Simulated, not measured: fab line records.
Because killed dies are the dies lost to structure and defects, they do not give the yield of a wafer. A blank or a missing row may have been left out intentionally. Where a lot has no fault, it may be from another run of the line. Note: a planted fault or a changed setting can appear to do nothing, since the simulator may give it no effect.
Which tool was responsible?	flow sky130	12 lots, 34 wafers sampled, at 3 steps of a route of 708

## WHAT THE GAUGES SHOWED, per wafer
SKY_METAL1_OVL_MEAS_16.
lot	measured	on	METAL1_OVL (nm)
L744	day 33 01:49	overlay-02	1 4 6
L746	day 34 03:22	overlay-02	5 11 6
L747	day 34 05:13	overlay-02	5 9 9
L752	day 35 18:43	overlay-02	5 7
L753	day 36 06:31	overlay-02	6 9
L755	day 36 23:37	overlay-01	7 6 6
L757	day 37 04:38	overlay-02	7 8 5
L758	day 37 08:10	overlay-01	10 10 10
L762	day 38 13:52	overlay-02	-1 -3 -8
L765	day 39 14:52	overlay-01	1 14 3
L766	day 39 16:46	overlay-02	14 23 16
L767	day 40 00:28	overlay-01	6 9 10

SKY_VIA1_BOW_MEAS_03.
lot	measured	on	VIA1_BOW (um)
L744	day 33 03:08	film-metro-03	79 88 82
L746	day 34 04:39	film-metro-03	91 64 78
L747	day 34 06:33	film-metro-04	90 77 90
L752	day 35 20:02	film-metro-04	91 82
L753	day 36 08:02	film-metro-02	85 80
L755	day 37 00:56	film-metro-04	78 81 78
L757	day 37 05:57	film-metro-02	80 68 80
L758	day 37 09:29	film-metro-04	84 70 71
L762	day 38 15:10	film-metro-03	72 65 86
L765	day 39 16:12	film-metro-02	81 74 72
L766	day 39 18:16	film-metro-04	77 66 80
L767	day 40 01:45	film-metro-02	80 83 80

SKY_VIA1_RS_MEAS_22: uses a four-point probe to measure.
lot	measured	on	VIA1_W_RS (ohm/sq)
L744	day 34 07:15	film-metro-04	0.422 0.424 0.426
L746	day 35 08:18	film-metro-02	0.422 0.424 0.423
L747	day 35 10:01	film-metro-03	0.422 0.428 0.424
L752	day 36 23:02	film-metro-03	0.421 0.421
L753	day 37 11:17	film-metro-03	0.420 0.428
L755	day 38 04:28	film-metro-03	0.419 0.420 0.424
L757	day 38 09:02	film-metro-04	0.435 0.427 0.424
L758	day 38 12:31	film-metro-02	0.434 0.432 0.431
L762	day 39 16:50	film-metro-03	0.425 0.429 0.426
L765	day 40 17:40	film-metro-03	0.432 0.428 0.433
L766	day 40 20:18	film-metro-04	0.422 0.413 0.415
L767	day 41 03:01	film-metro-02	0.434 0.427 0.434

## WHAT TOOL EACH LOT RAN ON (gives the tool, then ch and the chambers of the sampled wafers, and finally the start)
Before these readings, the record contains no process step.

## WHAT THE TOOLS THEMSELVES READ (means of the sampled wafers that have a number; where no wafer has one, the mark that the record gives instead)
The record holds no such reading with a usual standard deviation.

## THE ANSWER, worked out from the rows above alone
Rule: the lots themselves supply what counts as usual. The widest of any qualifying gaps counts: lots, ordered by their means at a reading, are off when they make up no more than a third of the lots, leave a main group of 4 or more, and stand apart from it by 3 or more times the standard deviation of that group's means. If all means in a main group match to the digits the tables above print for the reading, that group is not used. Also off: a lot with no number at a reading for which 4 or more lots have one. All remaining lots with rows at the step are treated as sound. Order of review: gauges by route order, followed by the tools' own readings, for which a lot's mean as printed above is used. At the first step where some lot is off, the reading lying furthest off is the one used; lots without a number count as furthest.
None of the lots is off at any reading shown; this tells nothing.

## WHAT THE SIMULATOR PUT IN
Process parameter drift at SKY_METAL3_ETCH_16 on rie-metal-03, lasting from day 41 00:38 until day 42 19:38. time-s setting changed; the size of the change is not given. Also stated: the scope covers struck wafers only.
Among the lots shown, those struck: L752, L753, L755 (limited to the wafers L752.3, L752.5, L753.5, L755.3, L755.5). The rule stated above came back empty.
